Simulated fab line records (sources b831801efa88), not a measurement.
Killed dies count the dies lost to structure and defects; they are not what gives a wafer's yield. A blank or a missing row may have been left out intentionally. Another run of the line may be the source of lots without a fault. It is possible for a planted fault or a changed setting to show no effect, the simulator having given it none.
Which tool is to blame? :: flow sky130 :: 30 wafers from 10 lots sampled at 6 of the route's 708 steps

WHAT THE GAUGES READ, wafer by wafer
SKY_VIA2_OVL_MEAS_13. Usual: for VIA2_OVL the level is 0 nm and the standard deviation is 4.9.
lot: L189
measured: day 36 00:17
on: overlay-01
VIA2_OVL (nm): 3 -2 0
flag: 

lot: L190
measured: day 36 20:22
on: overlay-01
VIA2_OVL (nm): 8 5 3
flag: 

lot: L191
measured: day 37 01:11
on: overlay-01
VIA2_OVL (nm): 5 0 2
flag: 

lot: L192
measured: day 37 04:33
on: overlay-01
VIA2_OVL (nm): 4 1 -4
flag: 

lot: L194
measured: day 37 16:19
on: overlay-02
VIA2_OVL (nm): 0 5 4
flag: 

lot: L195
measured: day 38 17:47
on: overlay-01
VIA2_OVL (nm): 2 3 -3
flag: 

lot: L196
measured: day 38 20:44
on: overlay-02
VIA2_OVL (nm): 3 3 -6
flag: 

lot: L206
measured: day 41 13:17
on: overlay-02
VIA2_OVL (nm): 4 9 9
flag: 

lot: L210
measured: day 42 07:32
on: overlay-02
VIA2_OVL (nm): -2 -5 -2
flag: 

lot: L212
measured: day 43 09:41
on: overlay-02
VIA2_OVL (nm): -11 -8 -8
flag: 

SKY_CAPM_RS_MEAS_03: measurement is done with a four-point probe. Usual: for CAPM_TIN_RS the level is 6.93 ohm/sq and the standard deviation is 0.084.
lot: L189
measured: day 36 02:04
on: film_metro-04
CAPM_TIN_RS (ohm/sq): 6.83 6.93 6.90
flag: 

lot: L190
measured: day 36 22:08
on: film_metro-01
CAPM_TIN_RS (ohm/sq): 7.02 6.91 6.90
flag: 

lot: L191
measured: day 37 02:56
on: film_metro-03
CAPM_TIN_RS (ohm/sq): 6.99 7.06 7.06
flag: 

lot: L192
measured: day 37 06:23
on: film_metro-03
CAPM_TIN_RS (ohm/sq): 7.05 7.02 7.02
flag: 

lot: L194
measured: day 37 18:08
on: film_metro-03
CAPM_TIN_RS (ohm/sq): 6.73 6.77 6.86
flag: 

lot: L195
measured: day 38 19:33
on: film_metro-04
CAPM_TIN_RS (ohm/sq): 6.90 6.90 6.92
flag: 

lot: L196
measured: day 38 22:33
on: film_metro-01
CAPM_TIN_RS (ohm/sq): 6.93 6.94 6.97
flag: 

lot: L206
measured: day 41 15:07
on: film_metro-03
CAPM_TIN_RS (ohm/sq): 7.02 6.98 7.53
flag: 

lot: L210
measured: day 42 09:31
on: film_metro-04
CAPM_TIN_RS (ohm/sq): 6.93 7.04 7.54
flag: 

lot: L212
measured: day 43 11:27
on: film_metro-03
CAPM_TIN_RS (ohm/sq): 6.91 6.84 6.93
flag: 

SKY_CAPM_THK_MEAS_04: measures by xrf. Usual: for CAPM_TIN_THK the level is 194.8 nm and the standard deviation is 2.5.
lot: L189
measured: day 36 02:11
on: film_metro-04
CAPM_TIN_THK (nm): 198.0 195.7 196.2
flag: 

lot: L190
measured: day 36 22:15
on: film_metro-01
CAPM_TIN_THK (nm): 191.4 195.5 195.5
flag: 

lot: L191
measured: day 37 03:03
on: film_metro-03
CAPM_TIN_THK (nm): 193.0 191.8 192.2
flag: 

lot: L192
measured: day 37 06:29
on: film_metro-03
CAPM_TIN_THK (nm): 191.3 191.8 192.2
flag: 

lot: L194
measured: day 37 18:15
on: film_metro-03
CAPM_TIN_THK (nm): 200.7 200.1 197.1
flag: 

lot: L195
measured: day 38 19:40
on: film_metro-04
CAPM_TIN_THK (nm): 197.6 195.7 196.6
flag: 

lot: L196
measured: day 38 22:40
on: film_metro-01
CAPM_TIN_THK (nm): 196.2 194.8 194.5
flag: 

lot: L206
measured: day 41 15:14
on: film_metro-03
CAPM_TIN_THK (nm): 191.9 192.7 178.9
flag: 

lot: L210
measured: day 42 09:37
on: film_metro-04
CAPM_TIN_THK (nm): 194.8 191.5 179.9
flag: 

lot: L212
measured: day 43 11:34
on: film_metro-03
CAPM_TIN_THK (nm): 194.8 197.2 193.5
flag: 

WHAT TOOL EACH LOT RAN ON (gives the tool, then ch and the chambers of the sampled wafers, and finally the start)
lot: L189
SKY_VIA2_ETCH_15: rie_diel-04 ch 1,2, day 36 00:22
SKY_VIA2_STRIP_16: plasma_asher-02 ch 0,1, day 36 00:25
SKY_CAPM_SPUTTER_02: pvd_sputter-03, day 36 01:57

lot: L190
SKY_VIA2_ETCH_15: rie_diel-03 ch 0,2,3, day 36 20:27
SKY_VIA2_STRIP_16: plasma_asher-03 ch 0,1, day 36 20:31
SKY_CAPM_SPUTTER_02: pvd_sputter-04, day 36 22:01

lot: L191
SKY_VIA2_ETCH_15: rie_diel-03 ch 0,2,3, day 37 01:16
SKY_VIA2_STRIP_16: plasma_asher-02 ch 0,1, day 37 01:19
SKY_CAPM_SPUTTER_02: pvd_sputter-03, day 37 02:50

lot: L192
SKY_VIA2_ETCH_15: rie_diel-04 ch 2,3, day 37 04:37
SKY_VIA2_STRIP_16: plasma_asher-04 ch 0,1, day 37 04:43
SKY_CAPM_SPUTTER_02: pvd_sputter-03, day 37 06:14

lot: L194
SKY_VIA2_ETCH_15: rie_diel-03 ch 0,3, day 37 16:24
SKY_VIA2_STRIP_16: plasma_asher-04 ch 0,1, day 37 16:30
SKY_CAPM_SPUTTER_02: pvd_sputter-01, day 37 18:01

lot: L195
SKY_VIA2_ETCH_15: rie_diel-02 ch 0,3, day 38 17:52
SKY_VIA2_STRIP_16: plasma_asher-03 ch 0,1, day 38 17:55
SKY_CAPM_SPUTTER_02: pvd_sputter-04, day 38 19:25

lot: L196
SKY_VIA2_ETCH_15: rie_diel-02 ch 0,3, day 38 20:49
SKY_VIA2_STRIP_16: plasma_asher-04 ch 0,1, day 38 20:52
SKY_CAPM_SPUTTER_02: pvd_sputter-03, day 38 22:26

lot: L206
SKY_VIA2_ETCH_15: rie_diel-04 ch 0,1,2, day 41 13:22
SKY_VIA2_STRIP_16: plasma_asher-04 ch 0,1, day 41 13:25
SKY_CAPM_SPUTTER_02: pvd_sputter-03, day 41 15:00

lot: L210
SKY_VIA2_ETCH_15: rie_diel-03 ch 2,3, day 42 07:36
SKY_VIA2_STRIP_16: plasma_asher-04 ch 0,1, day 42 07:40
SKY_CAPM_SPUTTER_02: pvd_sputter-03, day 42 09:23

lot: L212
SKY_VIA2_ETCH_15: rie_diel-02 ch 0,2, day 43 09:46
SKY_VIA2_STRIP_16: plasma_asher-02 ch 0, day 43 09:49
SKY_CAPM_SPUTTER_02: pvd_sputter-04, day 43 11:19
- SKY_VIA2_ETCH_15: etches SiO2 in C4F8/O2/Ar, stops on TiN, target depth 546 nm, time 84 s.
- SKY_VIA2_STRIP_16: strips in O2/N2.
- SKY_CAPM_SPUTTER_02: material TiN, target thk 200 nm, time 166.7 s.

WHAT THE TOOLS THEMSELVES READ (means of the sampled wafers that have a number; where no wafer has one, the mark that the record gives instead)
SKY_VIA2_ETCH_15. Usual: oes_product_au reads 0.940 a.u. (standard deviation 0.0046).
lot: L189
tool: rie_diel-04
oes_product_au (a.u.): 0.937
flag: 

lot: L190
tool: rie_diel-03
oes_product_au (a.u.): 0.943
flag: 

lot: L191
tool: rie_diel-03
oes_product_au (a.u.): 0.941
flag: 

lot: L192
tool: rie_diel-04
oes_product_au (a.u.): 0.938
flag: 

lot: L194
tool: rie_diel-03
oes_product_au (a.u.): 0.939
flag: 

lot: L195
tool: rie_diel-02
oes_product_au (a.u.): 0.942
flag: 

lot: L196
tool: rie_diel-02
oes_product_au (a.u.): 0.945
flag: 

lot: L206
tool: rie_diel-04
oes_product_au (a.u.): 0.940
flag: 

lot: L210
tool: rie_diel-03
oes_product_au (a.u.): 0.938
flag: 

lot: L212
tool: rie_diel-02
oes_product_au (a.u.): 0.937
flag: 

SKY_VIA2_STRIP_16. Usual: drypump_motor_current_A 5.6 A, standard deviation 0.39; oes_product_au 0.397 a.u., standard deviation 0.0047; strip_time_to_endpoint_s 4.04 s, standard deviation 0.034.
lot: L189
tool: plasma_asher-02
drypump_motor_current_A (A): 5.7
oes_product_au (a.u.): 0.401
strip_time_to_endpoint_s (s): 4.06
flag: 

lot: L190
tool: plasma_asher-03
drypump_motor_current_A (A): 5.2
oes_product_au (a.u.): 0.403
strip_time_to_endpoint_s (s): 4.09
flag: 

lot: L191
tool: plasma_asher-02
drypump_motor_current_A (A): 5.7
oes_product_au (a.u.): 0.391
strip_time_to_endpoint_s (s): 4.03
flag: 

lot: L192
tool: plasma_asher-04
drypump_motor_current_A (A): 5.5
oes_product_au (a.u.): 0.399
strip_time_to_endpoint_s (s): 4.06
flag: 

lot: L194
tool: plasma_asher-04
drypump_motor_current_A (A): 5.5
oes_product_au (a.u.): 0.398
strip_time_to_endpoint_s (s): 4.07
flag: 

lot: L195
tool: plasma_asher-03
drypump_motor_current_A (A): 5.3
oes_product_au (a.u.): 0.396
strip_time_to_endpoint_s (s): 4.04
flag: 

lot: L196
tool: plasma_asher-04
drypump_motor_current_A (A): 5.5
oes_product_au (a.u.): 0.397
strip_time_to_endpoint_s (s): 4.07
flag: 

lot: L206
tool: plasma_asher-04
drypump_motor_current_A (A): 5.6
oes_product_au (a.u.): 0.398
strip_time_to_endpoint_s (s): 4.01
flag: 

lot: L210
tool: plasma_asher-04
drypump_motor_current_A (A): 5.6
oes_product_au (a.u.): 0.396
strip_time_to_endpoint_s (s): 4.04
flag: 

lot: L212
tool: plasma_asher-02
drypump_motor_current_A (A): 6.2
oes_product_au (a.u.): 0.390
strip_time_to_endpoint_s (s): 4.01
flag: 

SKY_CAPM_SPUTTER_02. Usual: chamber_pressure_pa 0.4001 Pa, standard deviation 0.00088; throttle_valve_pct 29.8 %, standard deviation 1.3.
lot: L189
tool: pvd_sputter-03
chamber_pressure_pa (Pa): 0.4008
throttle_valve_pct (%): 30.6
flag: 

lot: L190
tool: pvd_sputter-04
chamber_pressure_pa (Pa): 0.4002
throttle_valve_pct (%): 29.7
flag: 

lot: L191
tool: pvd_sputter-03
chamber_pressure_pa (Pa): 0.4006
throttle_valve_pct (%): 30.6
flag: 

lot: L192
tool: pvd_sputter-03
chamber_pressure_pa (Pa): 0.4007
throttle_valve_pct (%): 30.4
flag: 

lot: L194
tool: pvd_sputter-01
chamber_pressure_pa (Pa): 0.4003
throttle_valve_pct (%): 29.8
flag: 

lot: L195
tool: pvd_sputter-04
chamber_pressure_pa (Pa): 0.4001
throttle_valve_pct (%): 30.7
flag: 

lot: L196
tool: pvd_sputter-03
chamber_pressure_pa (Pa): 0.3999
throttle_valve_pct (%): 29.2
flag: 

lot: L206
tool: pvd_sputter-03
chamber_pressure_pa (Pa): 0.3995
throttle_valve_pct (%): 30.3
flag: 

lot: L210
tool: pvd_sputter-03
chamber_pressure_pa (Pa): 0.3996
throttle_valve_pct (%): 29.2
flag: 

lot: L212
tool: pvd_sputter-04
chamber_pressure_pa (Pa): 0.4002
throttle_valve_pct (%): 28.6
flag: 

THE ANSWER, worked out from the rows above alone
Rule: take the mean of a lot's wafers that have a number; if it is more than 3 standard deviations from the usual mean, the lot is off. A lot without any number at a reading at which 4 lots or more have one is off too. All remaining lots with rows at the step are treated as sound. After the gauges, taken in route order, come the tools' own readings; for these a lot's mean is taken, as printed above. At the first step where some lot is off, the reading lying furthest off is the one used; lots without a number count as furthest.
No lot is off at any reading shown: from this, nothing can be told.

WHAT THE SIMULATOR PUT IN
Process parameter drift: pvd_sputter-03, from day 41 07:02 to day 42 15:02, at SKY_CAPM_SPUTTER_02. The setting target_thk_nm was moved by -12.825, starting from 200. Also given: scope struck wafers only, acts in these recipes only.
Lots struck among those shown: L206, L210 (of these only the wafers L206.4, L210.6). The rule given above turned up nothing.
